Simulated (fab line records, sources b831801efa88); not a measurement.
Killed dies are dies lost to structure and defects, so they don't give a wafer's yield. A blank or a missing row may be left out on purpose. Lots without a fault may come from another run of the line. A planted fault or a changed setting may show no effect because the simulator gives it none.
A struck lot beside a sound one | flow sky130 | 21 steps out of a route of 708
Sound: wafers L138.2, L138.3, L138.6. Struck: wafers L141.1, L141.2, L141.4. The cause comes at the end.
At each step with rows: each side's tool, then ch and its chambers, then its first start. Under that, the readings that differ: sound wafers | struck wafers | difference of the means | sigmas: that difference in standard deviations of wafers without a fault.
alike: readings whose means differ by less than 2 such deviations, and words and numbers that are the same on both sides. not compared: withheld readings, readings that some wafer has no value for, bounds like >300 that may hide the same value, and numbers for which the record gives no deviation and whose values overlap.
The two part at a step that has a row with sigmas, a row that says differs or no value, or rows on one side only. Numbers that don't overlap but have no deviation are shown without sigmas and don't part them. A reading that every wafer of one side lacks parts them only if that side has two wafers or more.

first, 6 steps without rows for these wafers: SKY_LI_CONTACT_COAT_06 (resist thk 60 nm); SKY_LI_CONTACT_COAT_07 (resist thk 450 nm); SKY_LI_CONTACT_SOFTBAKE_08 (time 90 s); SKY_LI_CONTACT_EXPOSE_09 (exposes mask LICM1, target cd 170 nm); SKY_LI_CONTACT_PEB_10; SKY_LI_CONTACT_DEVELOP_11 (develop time 60 s).
SKY_LI_CONTACT_CD_MEAS_12: target cd 170 nm.
  sound on cd_sem-02, day 29 15:10; struck on cd_sem-02, day 30 16:21
  alike: cd_nm
SKY_LI_CONTACT_OVL_MEAS_13:
  sound on overlay-02, day 29 15:16; struck on overlay-02, day 30 16:28
  alike: LI_CONTACT_OVL
SKY_LI_CONTACT_ETCH_14: etches BARC in N2/H2, stops on SiO2, time 45.9 s, target depth 60 nm.
  sound on rie_diel-01 ch 1,2,3, day 29 15:18; struck on rie_diel-01 ch 0,2,3, day 30 16:30
  alike: drypump_motor_current_A, n2_flow_sccm, oes_product_au, throttle_valve_pct
  not compared: rf_hours_counter_h
then, 1 step without rows for these wafers: SKY_LI_CONTACT_ETCH_15 (etches PSG in C4F8/O2/Ar, stops on Si, target depth 600 nm).
SKY_LI_CONTACT_STRIP_16: strips in O2/N2.
  sound on plasma_asher-04 ch 0,1, day 29 15:26; struck on plasma_asher-03 ch 0,1, day 30 16:38
  alike: drypump_motor_current_A, n2_flow_sccm, oes_product_au, strip_time_to_endpoint_s
  not compared: rf_hours_counter_h
then, 1 step without rows for these wafers: SKY_LI_CONTACT_CLEAN_17 (cleans in NMP, time 600 s).
SKY_LI_CONTACT_PRE_CLEAN_18: time 5.6 s.
  sound on pvd_sputter-02, day 29 15:43; struck on pvd_sputter-04, day 30 16:55
  reading                                       | sound             | struck            | difference | sigmas
  model.PSG_of_LI_CONTACT_HDPCVD_00.thk_nm (nm) | 591.3 591.5 591.1 | 594.4 595.5 595.8 | +3.9       |
then, 1 step without rows for these wafers: SKY_LI_CONTACT_SPUTTER_19 (material Ti, target thk 20 nm, time 106.37 s).
SKY_LI_CONTACT_SPUTTER_20: material TiN, target thk 20 nm, time 80 s.
  sound on pvd_sputter-02, day 29 15:48; struck on pvd_sputter-04, day 30 17:00
  alike: chamber_pressure_pa, throttle_valve_pct
SKY_LI_CONTACT_CVD_21: deposits W, target thk 400 nm, time 120.56 s.
  sound on cvd_w-01 ch 0, day 29 15:52; struck on cvd_w-01 ch 0,1, day 30 17:04
  alike: chamber_pressure_Torr, heater_power_outer_w, heater_power_w
SKY_LI_CONTACT_RS_MEAS_22: measures by four-point-probe.
  sound on film_metro-04, day 29 16:01; struck on film_metro-04, day 30 17:11
  alike: LI_CONTACT_W_RS
SKY_LI_CONTACT_THK_MEAS_23: measures by xrf.
  sound on film_metro-04, day 29 16:07; struck on film_metro-04, day 30 17:19
  alike: LI_CONTACT_W_THK
SKY_LI_CONTACT_CMP_24: polishes, stops on PSG, t overpolish 20 s, target thk 0 nm.
  sound on cmp-02 ch 1,2,3, day 29 16:16; struck on cmp-01 ch 1,2,3, day 30 17:25
  reading                                       | sound             | struck          | difference | sigmas
  model.PSG_of_LI_CONTACT_HDPCVD_00.thk_nm (nm) | 586.9 587.1 586.7 | 590 591.1 591.4 | +4         |
  alike: motor_current_A, overpolish_run_s, time_to_endpoint_s
SKY_LOCAL_INTERCONNECT_SPUTTER_00: material TiN, target thk 100 nm, time 83.3 s.
  sound on pvd_sputter-01, day 29 16:28; struck on pvd_sputter-02, day 30 17:43
  alike: chamber_pressure_pa, throttle_valve_pct
-- the record jumps here: 16 days lie between the struck wafers' starts before and after (it left off in module LOCAL_INTERCONNECT and takes up again in module PAD_OPEN, whose first step shown is number 708 of the route) --
SKY_PAD_OPEN_PROBE_99:
  sound on prober-01, day 46 08:43; struck on prober-02, day 47 00:16
  reading                                 | sound             | struck            | difference | sigmas
  model.etest.nfet_g5v0d10v5.r_on_ohm_um  | 1856 1819 1825    | 1895 1889 1916    | +67        |
  model.etest.licon_ndiff.rc_ohm          | 170.6 169.8 169.2 | 223.4 224.9 234.1 | +57.6      |
  model.etest.nfet_01v8.r_on_ohm_um       | 813.5 822.5 823.6 | 882.3 845.8 871.8 | +46.8      |
  model.etest.sonos_uncharged.r_on_ohm_um | 801.3 799.5 799.7 | 859.4 825.2 844.1 | +42.7      |
  model.etest.licon_pdiff.rc_ohm          | 550.6 541.6 554.5 | 633.2 596.3 616.6 | +66.5      |
  model.etest.licon_poly.rc_ohm           | 145 141.5 147.2   | 166.6 179.4 173.2 | +28.5      |
  model.etest.licon_high_po.rc_ohm        | 341.4 327.3 333.1 | 345.1 347.5 364.9 | +18.6      |
  alike: killed_at_M0_to_M3, killed_at_M4_up, killed_at_contacts, killed_at_front_end, killed_at_other, killed_dies, killed_open, killed_short

WHERE THEY PART
Nowhere in this record.

WHY: what the simulator had put in
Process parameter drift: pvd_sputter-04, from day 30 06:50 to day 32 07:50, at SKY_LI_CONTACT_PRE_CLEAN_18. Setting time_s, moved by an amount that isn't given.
